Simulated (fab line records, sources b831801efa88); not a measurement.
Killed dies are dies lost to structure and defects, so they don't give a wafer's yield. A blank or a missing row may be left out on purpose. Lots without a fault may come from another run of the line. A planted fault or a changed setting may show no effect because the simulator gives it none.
Which tool did it? | flow sky130 | 24 lots, 72 wafers sampled, at 6 steps of a route of 708

WHAT THE GAUGES READ, wafer by wafer
SKY_SONOS_TUNNEL_TW_MEAS_12. Usual: SONOS_TUNNEL_TW 198.8, standard deviation 1.8.
lot  | measured     | on            | SONOS_TUNNEL_TW   | flag
L074 | day 11 00:38 | film_metro-04 | 199.5 198.6 199.7 |
L076 | day 12 04:47 | film_metro-02 | 198.4 198.8 199.0 |
L075 | day 12 07:35 | film_metro-02 | 199.7 199.9 198.5 |
L078 | day 12 12:39 | film_metro-02 | 200.3 199.2 200.0 |
L077 | day 12 15:51 | film_metro-01 | 201.9 202.2 201.4 |
L079 | day 12 22:52 | film_metro-02 | 198.5 199.4 198.1 |
L080 | day 13 03:51 | film_metro-01 | 199.9 200.5 202.2 |
L081 | day 13 12:10 | film_metro-01 | 200.0 201.2 200.7 |
L082 | day 13 19:34 | film_metro-04 | 196.4 196.3 195.3 |
L083 | day 14 07:25 | film_metro-04 | 196.2 196.1 195.8 |
L084 | day 14 12:35 | film_metro-04 | 196.7 196.5 195.8 |
L085 | day 15 00:52 | film_metro-02 | 199.4 198.3 199.3 |
L086 | day 15 04:38 | film_metro-04 | 196.6 197.6 197.9 |
L087 | day 15 10:17 | film_metro-04 | 196.8 197.5 197.6 |
L088 | day 15 23:29 | film_metro-02 | 199.7 199.4 200.2 |
L090 | day 17 09:27 | film_metro-02 | 201.0 199.0 200.1 |
L089 | day 17 09:50 | film_metro-04 | 197.1 197.3 196.6 |
L091 | day 17 13:30 | film_metro-02 | 198.7 198.2 198.4 |
L093 | day 17 17:58 | film_metro-04 | 198.0 197.1 196.9 |
L092 | day 17 22:45 | film_metro-01 | 201.3 200.4 201.6 |
L094 | day 17 23:58 | film_metro-02 | 198.7 198.7 199.8 |
L096 | day 18 19:01 | film_metro-02 | 199.0 197.3 197.7 |
L095 | day 18 19:19 | film_metro-04 | 197.0 198.0 198.0 |
L097 | day 19 11:25 | film_metro-01 | 202.7 202.4 201.5 |

SKY_LDD_LDN_TW_MEAS_13. Usual: LDD_LDN_TW 1487, standard deviation 20.
lot  | measured     | on            | LDD_LDN_TW     | flag
L074 | day 22 11:26 | film_metro-01 | 1512 1505 1510 |
L076 | day 23 16:52 | film_metro-01 | 1508 1501 1508 |
L075 | day 24 00:14 | film_metro-03 | 1464 1470 1457 |
L078 | day 24 03:56 | film_metro-03 | 1460 1455 1456 |
L077 | day 24 09:28 | film_metro-01 | 1511 1520 1516 |
L079 | day 25 00:17 | film_metro-04 | 1476 1470 1476 |
L080 | day 25 05:07 | film_metro-03 | 1462 1447 1460 |
L081 | day 25 09:05 | film_metro-01 | 1504 1496 1497 |
L082 | day 25 16:16 | film_metro-01 | 1508 1501 1505 |
L083 | day 25 23:38 | film_metro-03 | 1463 1460 1458 |
L084 | day 26 22:14 | film_metro-03 | 1473 1467 1470 |
L085 | day 26 22:36 | film_metro-03 | 1476 1468 1470 |
L086 | day 27 03:02 | film_metro-01 | 1509 1498 1509 |
L087 | day 27 04:14 | film_metro-01 | 1497 1503 1503 |
L088 | day 27 17:45 | film_metro-01 | 1501 1507 1504 |
L090 | day 29 02:23 | film_metro-04 | 1471 1483 1485 |
L089 | day 29 04:43 | film_metro-01 | 1502 1512 1507 |
L091 | day 29 08:39 | film_metro-03 | 1474 1468 1468 |
L093 | day 29 16:08 | film_metro-01 | 1515 1504 1493 |
L092 | day 29 20:08 | film_metro-04 | 1477 1475 1473 |
L094 | day 29 20:02 | film_metro-03 | 1468 1474 1469 |
L096 | day 30 10:13 | film_metro-01 | 1519 1514 1517 |
L095 | day 30 12:01 | film_metro-03 | 1478 1485 1480 |
L097 | day 31 03:23 | film_metro-04 | 1477 1471 1480 |

SKY_POLY_CUT_OVL_MEAS_09. Usual: POLY_CUT_OVL -4 nm, standard deviation 6.2.
lot  | measured     | on         | POLY_CUT_OVL (nm) | flag
L074 | day 23 17:52 | overlay-02 | 5 8 5             |
L076 | day 24 23:19 | overlay-01 | -1 -1 1           |
L075 | day 25 07:34 | overlay-01 | -1 -3 -11         |
L078 | day 25 12:31 | overlay-01 | 1 7 -6            |
L077 | day 25 16:22 | overlay-02 | 14 4 13           |
L079 | day 26 06:40 | overlay-02 | 2 -12 3           |
L080 | day 26 11:14 | overlay-02 | -12 -11 -10       |
L081 | day 26 15:31 | overlay-01 | 6 3 -3            |
L082 | day 26 22:52 | overlay-01 | -6 -4 -12         |
L083 | day 27 06:22 | overlay-02 | -7 -10 -14        |
L084 | day 28 04:22 | overlay-01 | 0 2 5             |
L085 | day 28 05:44 | overlay-02 | -16 -8 -12        |
L086 | day 28 08:25 | overlay-01 | 4 -3 -5           |
L087 | day 28 10:07 | overlay-01 | -3 -1 -8          |
L088 | day 29 00:52 | overlay-02 | -2 4 5            |
L090 | day 30 08:10 | overlay-01 | -9 -5 -3          |
L089 | day 30 09:46 | overlay-02 | -9 -6 -4          |
L091 | day 30 16:41 | overlay-01 | 0 -8 -5           |
L093 | day 30 22:16 | overlay-01 | 9 0 2             |
L092 | day 31 02:28 | overlay-01 | -6 -10 -6         |
L094 | day 31 01:04 | overlay-02 | -8 -13 -14        |
L096 | day 31 14:58 | overlay-01 | -12 -2 -5         |
L095 | day 31 18:01 | overlay-02 | -7 -6 -4          |
L097 | day 32 09:25 | overlay-01 | -11 -8 -11        |

SKY_LI_CONTACT_THK_MEAS_01. Usual: LI_CONTACT_HDPCVD_THK 926 nm, standard deviation 9.8.
lot  | measured     | on            | LI_CONTACT_HDPCVD_THK (nm) | flag
L074 | day 27 09:43 | film_metro-03 | 907 916 914                |
L076 | day 28 15:09 | film_metro-04 | 929 937 928                |
L075 | day 28 22:05 | film_metro-03 | 922 923 928                |
L078 | day 29 04:17 | film_metro-03 | 928 928 932                |
L077 | day 29 08:02 | film_metro-04 | 928 933 928                |
L079 | day 29 21:24 | film_metro-04 | 935 912 914                |
L080 | day 30 01:51 | film_metro-04 | 927 918 928                |
L081 | day 30 06:52 | film_metro-04 | 921 928 915                |
L082 | day 30 13:54 | film_metro-04 | 941 934 919                |
L083 | day 30 21:13 | film_metro-02 | 909 914 913                |
L084 | day 31 18:45 | film_metro-03 | 927 910 918                |
L085 | day 31 20:11 | film_metro-04 | 906 934 927                |
L086 | day 31 21:48 | film_metro-03 | 932 924 917                |
L087 | day 32 00:15 | film_metro-04 | 920 919 932                |
L088 | day 32 13:20 | film_metro-02 | 919 917 922                |
L090 | day 33 18:13 | film_metro-03 | 948 942 934                |
L089 | day 33 19:52 | film_metro-04 | 917 915 923                |
L091 | day 34 02:20 | film_metro-02 | 938 938 936                |
L093 | day 34 07:42 | film_metro-03 | 918 927 929                |
L092 | day 34 10:55 | film_metro-02 | 934 945 934                |
L094 | day 34 09:26 | film_metro-03 | 934 931 921                |
L096 | day 34 22:13 | film_metro-04 | 933 933 934                |
L095 | day 34 23:40 | film_metro-03 | 929 928 932                |
L097 | day 35 13:34 | film_metro-04 | 927 926 917                |

SKY_METAL2_OVL_MEAS_16. Usual: METAL2_OVL 2 nm, standard deviation 4.3.
lot  | measured     | on         | METAL2_OVL (nm) | flag
L074 | day 34 13:19 | overlay-01 | 7 5 7           |
L076 | day 35 12:16 | overlay-01 | 2 -4 5          |
L075 | day 35 17:49 | overlay-02 | -2 1 1          |
L078 | day 35 23:55 | overlay-02 | -2 4 5          |
L077 | day 36 07:25 | overlay-01 | 8 10 8          |
L079 | day 36 19:13 | overlay-01 | 3 2 4           |
L080 | day 36 20:10 | overlay-02 | -5 -6 -3        |
L081 | day 37 01:10 | overlay-02 | -4 0 1          |
L082 | day 37 06:55 | overlay-01 | 0 -2 -5         |
L083 | day 37 15:17 | overlay-01 | 3 -1 1          |
L084 | day 38 10:26 | overlay-01 | -1 -1 1         |
L085 | day 38 11:05 | overlay-01 | 5 -3 8          |
L086 | day 38 11:37 | overlay-01 | -1 -3 4         |
L087 | day 38 15:59 | overlay-01 | -1 -4 6         |
L088 | day 39 01:43 | overlay-01 | 5 9 7           |
L090 | day 40 07:13 | overlay-02 | 9 4 9           |
L089 | day 40 09:07 | overlay-02 | 5 3 4           |
L091 | day 40 16:10 | overlay-02 | -2 1 2          |
L093 | day 40 22:01 | overlay-01 | 0 -4 3          |
L092 | day 40 23:46 | overlay-01 | 6 7 3           |
L094 | day 40 22:52 | overlay-02 | 1 0 -2          |
L096 | day 41 11:34 | overlay-02 | 2 0 1           |
L095 | day 41 12:34 | overlay-02 | -2 4 0          |
L097 | day 42 01:46 | overlay-02 | 3 9 7           |

WHICH TOOL RAN EACH LOT (tool, then ch and the chambers of the sampled wafers, then the start)
lot  | SKY_LDD_HVN_STRIP_09
L074 | plasma_asher-04 ch 0,1, day 19 20:43
L076 | plasma_asher-03 ch 0,1, day 21 03:50
L075 | plasma_asher-03 ch 0,1, day 21 08:46
L078 | plasma_asher-03 ch 0,1, day 21 15:17
L077 | plasma_asher-03 ch 0,1, day 21 21:49
L079 | plasma_asher-01 ch 0,1, day 22 11:41
L080 | plasma_asher-04 ch 0,1, day 22 14:47
L081 | plasma_asher-03 ch 0,1, day 22 19:58
L082 | plasma_asher-03 ch 0,1, day 23 05:47
L083 | plasma_asher-03 ch 0,1, day 23 13:40
L084 | plasma_asher-03 ch 1, day 24 11:20
L085 | plasma_asher-04 ch 0,1, day 24 11:31
L086 | plasma_asher-01 ch 0,1, day 24 16:32
L087 | plasma_asher-04 ch 1, day 24 18:11
L088 | plasma_asher-04 ch 0,1, day 25 08:07
L090 | plasma_asher-04 ch 0,1, day 26 16:50
L089 | plasma_asher-04 ch 0,1, day 26 18:37
L091 | plasma_asher-03 ch 0,1, day 26 22:24
L093 | plasma_asher-03 ch 0,1, day 27 06:11
L092 | plasma_asher-04 ch 0,1, day 27 11:13
L094 | plasma_asher-04 ch 0,1, day 27 10:03
L096 | plasma_asher-03 ch 0, day 28 00:11
L095 | plasma_asher-04 ch 0,1, day 28 02:20
L097 | plasma_asher-04 ch 0,1, day 28 18:08
- SKY_LDD_HVN_STRIP_09: strips in O2/N2.

WHAT THE TOOLS THEMSELVES READ (means of the sampled wafers that have a number; where no wafer has one, the mark that the record gives instead)
SKY_LDD_HVN_STRIP_09. Usual: drypump_motor_current_A 5.8 A, standard deviation 0.37; oes_product_au 0.409 a.u., standard deviation 0.0044; strip_time_to_endpoint_s 4.134 s, standard deviation 0.014.
lot  | tool            | drypump_motor_current_A (A) | oes_product_au (a.u.) | strip_time_to_endpoint_s (s) | flag
L074 | plasma_asher-04 | 5.9                         | 0.410                 | 4.121                        |
L076 | plasma_asher-03 | 5.9                         | 0.400                 | 4.124                        |
L075 | plasma_asher-03 | 5.8                         | 0.412                 | 4.121                        |
L078 | plasma_asher-03 | 5.8                         | 0.408                 | 4.124                        |
L077 | plasma_asher-03 | 5.8                         | 0.407                 | 4.159                        |
L079 | plasma_asher-01 | 5.7                         | 0.408                 | 4.146                        |
L080 | plasma_asher-04 | 6.0                         | 0.402                 | 4.132                        |
L081 | plasma_asher-03 | 5.8                         | 0.411                 | 4.143                        |
L082 | plasma_asher-03 | 5.9                         | 0.409                 | 4.123                        |
L083 | plasma_asher-03 | 5.8                         | 0.412                 | 4.114                        |
L084 | plasma_asher-03 | 5.8                         | 0.408                 | 4.142                        |
L085 | plasma_asher-04 | 5.6                         | 0.413                 | 4.141                        |
L086 | plasma_asher-01 | 5.6                         | 0.406                 | 4.148                        |
L087 | plasma_asher-04 | 5.3                         | 0.413                 | 4.140                        |
L088 | plasma_asher-04 | 5.6                         | 0.403                 | 4.133                        |
L090 | plasma_asher-04 | 6.0                         | 0.412                 | 4.139                        |
L089 | plasma_asher-04 | 5.9                         | 0.412                 | 4.116                        |
L091 | plasma_asher-03 | 5.8                         | 0.409                 | 4.138                        |
L093 | plasma_asher-03 | 5.8                         | 0.411                 | 4.150                        |
L092 | plasma_asher-04 | 5.9                         | 0.404                 | 4.135                        |
L094 | plasma_asher-04 | 5.6                         | 0.408                 | 4.148                        |
L096 | plasma_asher-03 | 5.9                         | 0.409                 | 4.136                        |
L095 | plasma_asher-04 | 5.9                         | 0.407                 | 4.143                        |
L097 | plasma_asher-04 | 5.6                         | 0.410                 | 4.119                        |

THE ANSWER, worked out from the rows above alone
Rule: a lot is off if the mean of its wafers that have a number lies more than 3 standard deviations from the usual mean. A lot without any number at a reading at which 4 lots or more have one is off too. The other lots that the step has rows for count as sound. The gauges are gone through in route order, then the tools' own readings, and for those a lot's mean is taken as printed above. The first step at which some lot is off is used, and at that step the reading that is off furthest; a lot without a number counts as furthest.
No lot is off at any reading shown: from this, nothing can be told.

WHAT THE SIMULATOR HAD PUT IN
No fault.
